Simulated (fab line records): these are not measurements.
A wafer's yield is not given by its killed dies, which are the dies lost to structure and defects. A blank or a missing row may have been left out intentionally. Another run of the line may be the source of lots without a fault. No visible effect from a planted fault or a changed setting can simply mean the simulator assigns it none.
Tool commonality check	flow sky130	Sample size 12 lots and 42 wafers

REASON IT WAS OPENED
On 2 of the 12 lots, a flag is raised at SKY_CONTACT_CD_MEAS_14 on the reading cdNm. Fault-free wafers read 170.1 nm, with a standard deviation of 1.3.
Rule: a lot is flagged when every wafer of it that has a number lies more than 4 standard deviations from that mean, or none has a number. As for the other lots, they are considered sound.

lot	measured	on	cdNm (nm), wafer by wafer	flag
L858	day 31 21:32	cdSem-01	168.1 168.6 169.7	
L862	day 33 10:08	cdSem-01	170.9 170.3 170.6	
L863	day 33 11:20	cdSem-01	167.4 168.5 167.9	
L861	day 33 12:10	cdSem-01	170.2 170.4 170.0	
L864	day 33 15:47	cdSem-02	171.2 171.3 172.5	
L866	day 34 13:07	cdSem-02	168.8 169.4 169.9	
L868	day 35 01:40	cdSem-02	168.5 167.9 167.9	
L867	day 35 02:20	cdSem-02	167.6 168.9 169.5	
L872	day 36 21:05	cdSem-02	170.7 169.5 171.3	
L874	day 37 04:24	cdSem-02	170.7 170.8 168.9	
L879	day 38 09:27	cdSem-02	155.8 157.8 156.5 155.9 158.0 156.7	FLAGGED
L880	day 38 15:35	cdSem-02	155.4 157.3 156.8 155.3 157.4 156.8	FLAGGED
The numbers of the flagged lots are 156.6 nm on average: -13.5 nm against the usual, or -10 standard deviations.

EACH LOT AND THE TOOL IT RAN ON
The record holds 1 process step before the reading, out of a route of 708 steps. Every cell lists first the tool, next ch and the chambers used by the sampled wafers, and last the start.
lot	flag	SKY_CONTACT_EXPOSE_11
L858		krfScanner-02 ch 0, day 31 07:50
L862		krfScanner-02 ch 0, day 32 20:41
L863		krfScanner-01 ch 0, day 32 21:47
L861		krfScanner-02 ch 0, day 32 22:38
L864		krfScanner-01 ch 0, day 33 03:10
L866		krfScanner-02 ch 0, day 33 23:05
L868		krfScanner-01 ch 0, day 34 11:48
L867		krfScanner-01 ch 0, day 34 12:46
L872		krfScanner-01 ch 0, day 36 08:38
L874		krfScanner-02 ch 0, day 36 15:18
L879	FLAGGED	krfScanner-02 ch 0, day 37 21:26
L880	FLAGGED	krfScanner-02 ch 0, day 38 03:15
These steps, and what they do:
- SKY_CONTACT_EXPOSE_11: exposes mask CTM1, target cd 170 nm.
- SKY_CONTACT_CD_MEAS_14: target cd 170 nm.

FLAGGED AGAINST TOTAL, ONE TOOL AT A TIME (gauges that did the reading follow at the end)
step	tool	lots run	flagged	share of the flagged lots	sound lots run after its first flagged lot
SKY_CONTACT_EXPOSE_11	krfScanner-01	5	0	none	-
SKY_CONTACT_EXPOSE_11	krfScanner-02	7	2	all	0
SKY_CONTACT_CD_MEAS_14	cdSem-01	4	0	none	-
SKY_CONTACT_CD_MEAS_14	cdSem-02	8	2	all	0

WHAT THE TABLE PERMITS
2 rows of the table ran every flagged lot: krfScanner-02 at SKY_CONTACT_EXPOSE_11, cdSem-02 at SKY_CONTACT_CD_MEAS_14.
- krfScanner-02 at SKY_CONTACT_EXPOSE_11: 2 of its 7 lots flagged. Last sound lot L874 at day 36 15:18, first flagged lot L879 at day 37 21:26; a fault beginning in between fits. Its own readings (exposureDoseMJCm2) fall more than 4 standard deviations out on all wafers of the flagged lots.
- cdSem-02 at SKY_CONTACT_CD_MEAS_14: 2 of its 8 lots flagged. Last sound lot L874 at day 37 04:24, first flagged lot L879 at day 38 09:27; a fault beginning in between fits.
Because each of these 2 tools fits a fault that began at some hour, counting lots does not separate them. More lots, or a look at what each step does to the wafer, might.

WHAT THE SIMULATOR HAD INSERTED
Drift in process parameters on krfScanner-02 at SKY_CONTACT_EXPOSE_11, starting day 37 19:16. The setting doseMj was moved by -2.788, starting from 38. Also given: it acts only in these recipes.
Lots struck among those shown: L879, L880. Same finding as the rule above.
